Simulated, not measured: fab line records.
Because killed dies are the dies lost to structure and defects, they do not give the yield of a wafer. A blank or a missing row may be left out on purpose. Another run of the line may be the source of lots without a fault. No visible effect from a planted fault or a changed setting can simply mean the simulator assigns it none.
Which tool is to blame? -- flow gf180mcu -- 14 lots with 42 wafers sampled at 5 steps, on a route of 602 steps

== WHAT THE GAUGES SHOWED, per wafer ==
GF_HV_LDD_CD_MEAS_07: the cd target is 400 nm. Usual: 399.7 nm for cd nm, sd 2.7.
lot,measured,on,cd nm (nm),flag
L779,day 9 23:15,cd sem-02,396.9 395.2 397.1,
L781,day 10 11:30,cd sem-02,399.9 401.0 402.0,
L782,day 10 19:34,cd sem-01,404.7 404.1 402.6,
L783,day 11 05:48,cd sem-01,398.9 396.9 399.1,
L784,day 11 15:15,cd sem-01,404.2 405.7 404.9,
L785,day 12 00:03,cd sem-01,397.2 395.1 396.6,
L786,day 12 06:21,cd sem-02,396.5 399.6 397.8,
L787,day 12 11:07,cd sem-02,401.8 401.3 403.3,
L788,day 12 21:47,cd sem-02,398.1 397.0 399.7,
L789,day 13 02:58,cd sem-02,400.4 395.0 400.7,
L794,day 14 13:23,cd sem-01,402.8 402.0 401.3,
L799,day 16 04:30,cd sem-02,395.1 395.8 396.8,
L800,day 16 11:45,cd sem-01,402.3 401.4 403.1,
L801,day 16 17:28,cd sem-01,401.6 399.7 399.1,

GF_HV_LDD_TW_MEAS_11. Usual: HV_LDD_TW 2408, standard deviation 14.
lot,measured,on,HV_LDD_TW,flag
L779,day 9 23:38,film metro-03,2413 2428 2415,
L781,day 10 11:54,film metro-01,2372 2388 2383,
L782,day 10 19:58,film metro-04,2421 2394 2405,
L783,day 11 06:14,film metro-03,2420 2420 2425,
L784,day 11 15:38,film metro-03,2432 2434 2430,
L785,day 12 00:27,film metro-04,2411 2417 2415,
L786,day 12 06:44,film metro-03,2429 2404 2409,
L787,day 12 11:31,film metro-03,2392 2399 2396,
L788,day 12 22:10,film metro-04,2408 2417 2411,
L789,day 13 03:22,film metro-01,2397 2389 2380,
L794,day 14 13:49,film metro-01,2399 2417 2390,
L799,day 16 04:55,film metro-03,2423 2405 2416,
L800,day 16 12:09,film metro-01,2391 2370 2380,
L801,day 16 17:52,film metro-04,2391 2396 2397,

GF_HV_LDD_TW_MEAS_50. Usual: HV_LDD_4_TW 571, standard deviation 3.5.
lot,measured,on,HV_LDD_4_TW,flag
L779,day 12 07:02,film metro-01,568 567 564,
L781,day 12 21:34,film metro-04,573 574 570,
L782,day 13 06:46,film metro-01,568 570 569,
L783,day 13 18:34,film metro-03,573 578 575,
L784,day 14 04:50,film metro-01,572 573 569,
L785,day 14 15:25,film metro-03,573 573 577,
L786,day 14 20:32,film metro-03,576 574 573,
L787,day 15 01:13,film metro-03,574 576 570,
L788,day 15 12:43,film metro-03,572 573 571,
L789,day 15 19:39,film metro-03,712 714 716,OFF
L794,day 17 09:38,film metro-03,719 717 720,OFF
L799,day 19 02:05,film metro-04,712 713 708,OFF
L800,day 19 08:37,film metro-01,566 567 568,
L801,day 19 14:43,film metro-01,563 565 562,

== EACH LOT AND THE TOOL THAT RAN IT (in order: tool; ch and the chambers of the sampled wafers; start) ==
lot,GF_HV_LDD_IMPLANT_48,GF_HV_LDD_STRIP_49
L779,"implanter-02 ch 0, day 12 06:49","plasma asher-01 ch 0,1, day 12 06:56"
L781,"implanter-03 ch 0, day 12 21:19","plasma asher-03 ch 0,1, day 12 21:28"
L782,"implanter-02 ch 0, day 13 06:31","plasma asher-03 ch 0,1, day 13 06:40"
L783,"implanter-02 ch 0, day 13 18:19","plasma asher-02 ch 0,1, day 13 18:28"
L784,"implanter-02 ch 0, day 14 04:37","plasma asher-01 ch 0,1, day 14 04:45"
L785,"implanter-03 ch 0, day 14 15:10","plasma asher-01 ch 0,1, day 14 15:19"
L786,"implanter-02 ch 0, day 14 20:19","plasma asher-02 ch 0,1, day 14 20:27"
L787,"implanter-02 ch 0, day 15 00:58","plasma asher-03 ch 0,1, day 15 01:07"
L788,"implanter-03 ch 0, day 15 12:29","plasma asher-02 ch 0,1, day 15 12:37"
L789,"implanter-03 ch 0, day 15 18:56","plasma asher-01 ch 0,1, day 15 19:32"
L794,"implanter-02 ch 0, day 17 09:04","plasma asher-03 ch 0,1, day 17 09:31"
L799,"implanter-03 ch 0, day 19 01:22","plasma asher-03 ch 0,1, day 19 01:56"
L800,"implanter-02 ch 0, day 19 08:22","plasma asher-01 ch 0,1, day 19 08:31"
L801,"implanter-03 ch 0, day 19 14:29","plasma asher-03 ch 0,1, day 19 14:37"
- GF_HV_LDD_IMPLANT_48
- GF_HV_LDD_STRIP_49: strips in O2/N2.

== AS READ BY THE TOOLS THEMSELVES (means over the sampled wafers that have a number; for cases with no such wafer, the mark the record gives instead) ==
GF_HV_LDD_STRIP_49. Usual: drypump motor current A 5.5 A, standard deviation 0.38; heater power w 344 W, standard deviation 69; oes product au 0.715 a.u., standard deviation 0.0044; strip time to endpoint s 12.61 s, standard deviation 0.03.
lot,tool,drypump motor current A (A),heater power w (W),oes product au (a.u.),strip time to endpoint s (s),flag
L779,plasma asher-01,5.6,316,0.708,12.62,
L781,plasma asher-03,5.4,342,0.712,12.58,
L782,plasma asher-03,5.4,344,0.719,12.62,
L783,plasma asher-02,5.5,358,0.715,12.60,
L784,plasma asher-01,5.7,327,0.717,12.61,
L785,plasma asher-01,5.6,319,0.718,12.57,
L786,plasma asher-02,5.9,315,0.711,12.64,
L787,plasma asher-03,5.1,416,0.712,12.67,
L788,plasma asher-02,5.9,322,0.713,12.66,
L789,plasma asher-01,5.6,322,0.719,12.61,
L794,plasma asher-03,5.4,346,0.716,12.64,
L799,plasma asher-03,5.4,332,0.715,12.61,
L800,plasma asher-01,5.6,318,0.713,12.61,
L801,plasma asher-03,5.1,387,0.712,12.64,

== THE ANSWER, worked out from the rows above alone ==
Rule: take the mean of a lot's wafers that have a number; if it is more than 3 standard deviations from the usual mean, the lot is off. A lot without any number at a reading at which 4 lots or more have one is off too. Any other lot the step has rows for is counted as sound. Order of review: gauges by route order, followed by the tools' own readings, for which a lot's mean as printed above is used. At the first step where some lot is off, the reading lying furthest off is the one used; lots without a number count as furthest.
Off: L789, L794, L799, seen at GF_HV_LDD_TW_MEAS_50 (HV_LDD_4_TW).
If a tool, at a process step before that reading, ran all the lots that are off and no sound lot after the first of them, it fits. Those tools and the gauges at GF_HV_LDD_TW_MEAS_50 are tried in the same way. Not one of the candidates tried fits.

== WHAT THE SIMULATOR HAD PUT IN ==
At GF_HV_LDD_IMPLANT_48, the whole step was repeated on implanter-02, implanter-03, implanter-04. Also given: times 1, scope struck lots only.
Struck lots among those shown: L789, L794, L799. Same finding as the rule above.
